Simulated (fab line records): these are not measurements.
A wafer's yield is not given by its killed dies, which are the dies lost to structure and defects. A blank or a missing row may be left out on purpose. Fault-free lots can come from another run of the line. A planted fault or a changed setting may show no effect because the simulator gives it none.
8D (eight disciplines) problem report, filled in by code + flow sky130 + the parts of the form that need people (team, actions taken, sign-off) are left out

== 1. WHAT WENT WRONG ==
At SKY_POLY_GATE_ETCH_17, oes-product-au averages 0.848 a.u. over 3 wafers from 2 lots, while fault-free wafers read 0.990 a.u., standard deviation 0.0068. That is -21 standard deviations from the usual mean.
The step: etches poly-Si in HBr/Cl2, stops on SiO2, target depth 180 nm, time 70.5 s.
First seen on wafer L258.2, day 20 09:07, on rie-si-01. At this step, 31 wafers from 11 lots have a number in the record. Rule for "out", or "out of limits": more than 4 standard deviations from the usual mean. The other wafers with a number count as sound.

== 2. WHAT THIS IS AND IS NOT ==
| question                    | is                     | is not                                                                                       |
|-----------------------------|------------------------|----------------------------------------------------------------------------------------------|
| which readings at this step | oes-product-au         | chamber-pressure-mTorr, drypump-motor-current-A, he-backside-leak-sccm, throttle-valve-pct   |
| which lots                  | L258, L260             | L247, L249, L250, L254, L255, L265, L268, L269, L270                                         |
| which wafers of those lots  | L258.2, L258.4, L260.2 | L260.3                                                                                       |
| read on which tools         | rie-si-01              | rie-si-02                                                                                    |
| when                        | from day 20 09:07      | up to then (15 sound wafers); but 13 sound wafers of L260, L265, L268, L269, L270 came after |

== 3. SUSPECTS, AND WHAT RULES EACH OUT ==
Counting: any tool at a process step up to the reading remains a suspect provided it ran every lot that is out. Sound lots after the first of them don't rule it out here, since some wafers of a struck lot are sound.
- rie-diel-02 at SKY_POLY_GATE_ETCH_16 (etches Si3N4 in CH3F/O2, stops on poly-Si, time 147.5 s, target depth 75 nm): kept. It ran every lot that is out, first L258 (day 20 09:01); its last sound lot up to then is L255 (day 19 08:16).
- rie-si-01 at SKY_POLY_GATE_ETCH_17 (etches poly-Si in HBr/Cl2, stops on SiO2, target depth 180 nm, time 70.5 s): kept. It ran every lot that is out, first L258 (day 20 09:07); its last sound lot up to then is L254 (day 19 03:49). Its own oes-product-au readings are out on those wafers.
- Within rie-diel-02 at SKY_POLY_GATE_ETCH_16: the wafers that are out ran in chambers 2, 3; their sound lot-mates ran in chamber 0.
- Within rie-si-01 at SKY_POLY_GATE_ETCH_17: the wafers that are out ran in chambers 0, 1, 2; their sound lot-mates ran in chamber 3.
Left after counting: rie-diel-02 at SKY_POLY_GATE_ETCH_16, rie-si-01 at SKY_POLY_GATE_ETCH_17.

== 4. THE CAUSE (what the simulator had put in) ==
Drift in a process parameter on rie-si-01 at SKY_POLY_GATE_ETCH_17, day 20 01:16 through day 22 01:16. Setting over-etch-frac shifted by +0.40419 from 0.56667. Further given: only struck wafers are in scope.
After counting, 2 suspects remain, this tool included.

== 5. THE EFFECT CHAIN, in route order ==
Each row: a reading where the mean over the struck wafers with a number is more than 3 standard deviations away from the usual. Readings are gone through only where the record gives a usual standard deviation; hours: the median, over the lots, of the time from a lot's start at the first step in this table giving one to that lot's start at this step; sigmas: the change measured in usual standard deviations.
| hours | step                   | reading                  | usual      | on struck wafers | change | sigmas |
|-------|------------------------|--------------------------|------------|------------------|--------|--------|
| 0     | SKY_POLY_GATE_ETCH_17  | oes-product-au           | 0.990 a.u. | 0.848            | -0.142 | -21    |
| 0     | SKY_POLY_GATE_STRIP_18 | strip-time-to-endpoint-s | 3.173 s    | 2.902            | -0.271 | -9.4   |
Here are the process steps it includes:
- SKY_POLY_GATE_ETCH_17: etches poly-Si in HBr/Cl2, stops on SiO2, target depth 180 nm, time 70.5 s.
- SKY_POLY_GATE_STRIP_18: strips in O2/N2.

== 6. WHAT WOULD HAVE CAUGHT IT SOONER ==
In this record no reading fell out of limits until day 20 09:07, 8 hours after the fault had begun at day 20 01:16.
